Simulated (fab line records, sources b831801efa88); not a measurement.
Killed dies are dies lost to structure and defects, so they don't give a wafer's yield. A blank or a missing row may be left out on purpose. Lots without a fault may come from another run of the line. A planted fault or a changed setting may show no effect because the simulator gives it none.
Tool commonality check | flow gf180mcu | 13 lots, 39 wafers sampled

WHY IT WAS OPENED
At GF_PSD_RS_MEAS_14 the reading NSD_RS is flagged on 2 of 13 lots. Wafers without a fault read 46.10 ohm/sq, standard deviation 0.077.
Rule: a lot is flagged when every wafer of it that has a number lies more than 4 standard deviations from that mean, or none has a number. The other lots count as sound.

lot  | measured     | on            | NSD_RS (ohm/sq), wafer by wafer | flag
L139 | day 13 17:29 | film_metro-02 | 46.14 46.16 46.19               |
L140 | day 14 21:21 | film_metro-01 | 46.15 45.96 46.07               |
L141 | day 15 13:02 | film_metro-02 | 45.96 46.14 46.14               |
L142 | day 15 14:20 | film_metro-03 | 46.05 46.02 46.23               |
L143 | day 16 04:12 | film_metro-03 | 46.10 46.08 46.01               |
L144 | day 16 15:50 | film_metro-01 | 46.14 46.20 46.06               |
L145 | day 16 21:56 | film_metro-03 | 46.13 46.26 46.20               |
L147 | day 17 11:10 | film_metro-03 | 46.03 46.07 46.07               |
L149 | day 18 06:22 | film_metro-01 | 46.08 46.12 46.06               |
L150 | day 18 15:49 | film_metro-01 | 46.08 46.06 46.05               |
L151 | day 18 22:07 | film_metro-01 | 50.40 50.44 50.62               | FLAGGED
L154 | day 20 00:56 | film_metro-03 | 50.40 50.44 50.54               | FLAGGED
L161 | day 22 00:11 | film_metro-02 | 46.11 46.16 46.18               |
The numbers of the flagged lots are 50.47 ohm/sq on average: +4.37 ohm/sq against the usual, or +57 standard deviations.

WHICH TOOL RAN EACH LOT
The record holds 1 process step before the reading, out of a route of 602 steps. In each cell: the tool, then ch and the chambers that the sampled wafers went through, then the start.
lot  | flag    | GF_PSD_RTA_13
L139 |         | rtp_anneal-02 ch 0, day 13 17:23
L140 |         | rtp_anneal-01 ch 0, day 14 21:16
L141 |         | rtp_anneal-01 ch 0, day 15 12:57
L142 |         | rtp_anneal-01 ch 0, day 15 14:15
L143 |         | rtp_anneal-01 ch 0, day 16 04:07
L144 |         | rtp_anneal-01 ch 0, day 16 15:46
L145 |         | rtp_anneal-01 ch 0, day 16 21:51
L147 |         | rtp_anneal-01 ch 0, day 17 11:04
L149 |         | rtp_anneal-01 ch 0, day 18 06:16
L150 |         | rtp_anneal-01 ch 0, day 18 15:44
L151 | FLAGGED | rtp_anneal-01 ch 0, day 18 21:59
L154 | FLAGGED | rtp_anneal-01 ch 0, day 20 00:51
L161 |         | rtp_anneal-02 ch 0, day 22 00:06
What these steps do:
- GF_PSD_RTA_13: time 20 s.
- GF_PSD_RS_MEAS_14: measures by four-point-probe.

FLAGGED OVER TOTAL, TOOL BY TOOL (the gauges that took the reading come last)
step              | tool          | lots run | flagged | share of the flagged lots | sound lots run after its first flagged lot
GF_PSD_RTA_13     | rtp_anneal-01 | 11       | 2       | all                       | 0
GF_PSD_RTA_13     | rtp_anneal-02 | 2        | 0       | none                      | -
GF_PSD_RS_MEAS_14 | film_metro-01 | 5        | 1       | some                      | 0
GF_PSD_RS_MEAS_14 | film_metro-02 | 3        | 0       | none                      | -
GF_PSD_RS_MEAS_14 | film_metro-03 | 5        | 1       | some                      | 0

WHAT THE TABLE ALLOWS
1 row of the table ran every flagged lot: rtp_anneal-01 at GF_PSD_RTA_13.
- rtp_anneal-01 at GF_PSD_RTA_13: 2 of its 11 lots flagged. Its last sound lot is L150 (day 18 15:44), its first flagged lot L151 (day 18 21:59): a fault that began between those two fits. Its own readings lie more than 4 standard deviations out on every wafer of the flagged lots: wafer_temp_C_max.
One tool is left: rtp_anneal-01 at GF_PSD_RTA_13.

WHAT THE SIMULATOR HAD PUT IN
Process parameter drift: rtp_anneal-01, from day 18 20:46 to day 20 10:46, at GF_PSD_RTA_13. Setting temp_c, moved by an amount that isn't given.
Lots struck among those shown: L151, L154. The rule above found the same.
